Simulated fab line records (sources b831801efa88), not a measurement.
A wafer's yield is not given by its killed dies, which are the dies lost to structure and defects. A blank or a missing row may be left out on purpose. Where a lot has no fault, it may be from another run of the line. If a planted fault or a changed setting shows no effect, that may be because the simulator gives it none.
The tool behind it: which one? -- flow sky130 -- 10 lots, 30 wafers sampled, at 2 steps of a route of 708

## WHAT THE GAUGES SHOWED, per wafer
SKY_VIA1_BOW_MEAS_03.
lot,measured,on,VIA1_BOW (um)
L893,day 32 20:20,filmMetro-01,75 75 74
L900,day 36 02:00,filmMetro-03,85 75 82
L903,day 36 04:23,filmMetro-01,80 93 88
L902,day 36 06:07,filmMetro-03,85 79 82
L906,day 37 07:44,filmMetro-01,66 76 69
L908,day 37 22:37,filmMetro-01,92 78 75
L909,day 38 03:16,filmMetro-03,70 78 77
L913,day 39 09:19,filmMetro-01,72 76 65
L914,day 39 20:44,filmMetro-01,77 80 81
L916,day 40 02:40,filmMetro-03,90 89 71

## WHICH TOOL RAN EACH LOT (tool, then ch and the chambers of the sampled wafers, then the start)
lot,SKY_LI_CONTACT_SPUTTER_19
L893,"pvdSputter-01, day 29 01:59"
L900,"pvdSputter-01, day 32 12:27"
L903,"pvdSputter-01, day 32 14:23"
L902,"pvdSputter-02, day 32 15:00"
L906,"pvdSputter-01, day 33 17:42"
L908,"pvdSputter-01, day 34 09:26"
L909,"pvdSputter-01, day 34 13:50"
L913,"pvdSputter-02, day 35 22:59"
L914,"pvdSputter-02, day 36 10:32"
L916,"pvdSputter-02, day 36 16:23"
- SKY_LI_CONTACT_SPUTTER_19: material Ti, target thk 20 nm, time 106.37 s.

## THE ANSWER, worked out from the rows above alone
Rule: what is usual is taken from the lots themselves. The widest of any qualifying gaps counts: lots, ordered by their means at a reading, are off when they make up no more than a third of the lots, leave a main group of 4 or more, and stand apart from it by 3 or more times the standard deviation of that group's means. If all means in a main group match to the digits the tables above print for the reading, that group is not used. Also off: a lot with no number at a reading for which 4 or more lots have one. Any other lot the step has rows for is counted as sound.
No lot is off on any of the readings shown, so nothing can be concluded from this.

## WHAT THE SIMULATOR PUT IN
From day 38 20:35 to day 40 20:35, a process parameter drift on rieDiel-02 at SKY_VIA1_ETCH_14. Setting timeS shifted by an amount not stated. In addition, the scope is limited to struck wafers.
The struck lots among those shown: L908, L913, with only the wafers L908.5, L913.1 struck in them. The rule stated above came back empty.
